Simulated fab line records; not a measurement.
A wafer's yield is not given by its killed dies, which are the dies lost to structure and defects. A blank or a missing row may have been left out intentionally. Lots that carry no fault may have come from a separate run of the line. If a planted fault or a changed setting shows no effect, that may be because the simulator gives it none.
Code-filled problem report in 8D (eight disciplines) form    flow gf180mcu    the parts of the form that need people (team, actions taken, sign-off) are left out

== 1. THE PROBLEM ==
At GF_STI_WET_ETCH_17, runLengthS averages 214 s over 6 wafers from 2 lots, while fault-free wafers read 543 s, standard deviation 3.7. Relative to the usual mean, that is a shift of -89 standard deviations.
The step: etches Si3N4 in H3PO4, target depth 45 nm, time 514 s.
First observed at day 4 21:17: wafer L160.1, on wetBench-01. The record holds 42 wafers of 14 lots with a number at this step. Rule for "out", or "out of limits": more than 4 standard deviations from the usual mean. All remaining wafers that have a number are taken as sound.

== 2. WHAT THIS IS AND IS NOT ==
question                     is                      is not
which readings at this step  runLengthS              -
which lots                   L160, L161              L147, L148, L150, L151, L154, L156, L157, L159, L162, L163, L169, L170
which wafers of those lots   all that have a number  -
read on which tools          wetBench-01             wetBench-03, wetBench-04
when                         from day 4 21:17        up to then (24 sound wafers); but 12 sound wafers of L162, L163, L169, L170 came after

== 3. THE SUSPECTS, EACH WITH WHAT RULES IT OUT ==
Counting: a tool at any process step up to the reading remains a suspect when it ran all the lots that are out and ran no sound lot after the first of those.
- wetBench-01 at GF_STI_WET_ETCH_17 (etches Si3N4 in H3PO4, target depth 45 nm, time 514 s): kept. Every lot that is out went through it, starting with L160 (day 4 21:17), and after that it ran no sound lot; the last sound lot it ran before then is L159 (day 4 17:32). Out on those wafers are its own readings of runLengthS.
Left after counting: wetBench-01 at GF_STI_WET_ETCH_17.

== 4. THE CAUSE (what the simulator had put in) ==
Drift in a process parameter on wetBench-01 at GF_STI_WET_ETCH_17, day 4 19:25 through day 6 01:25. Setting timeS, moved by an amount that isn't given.
After counting, this tool was the only one left.

== 5. THE CHAIN OF EFFECTS, in route order ==
Rows list readings where the struck wafers' mean (over those with a number) sits beyond 3 standard deviations from the usual. Scope: only readings with a usual standard deviation given in the record; hours: median across lots of the time from each lot's start at the first step in this table that gives one to its start at this step; sigmas: change in usual standard deviations.
hours  step                reading     usual  on struck wafers  change  sigmas
0      GF_STI_WET_ETCH_17  runLengthS  543 s  214               -328    -89
Process steps it contains:
- GF_STI_WET_ETCH_17: etches Si3N4 in H3PO4, target depth 45 nm, time 514 s.
Later measuring or inspecting steps at which every struck wafer that the step has a row for has a number for every such reading, and none has moved that far: GF_STI_THK_MEAS_22, GF_VT_IMPLANT_OVL_MEAS_29.

== 6. HOW IT WOULD HAVE BEEN CAUGHT EARLIER ==
In this record the first reading out of limits was taken at day 4 21:17, 2 hours after the fault began at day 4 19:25.
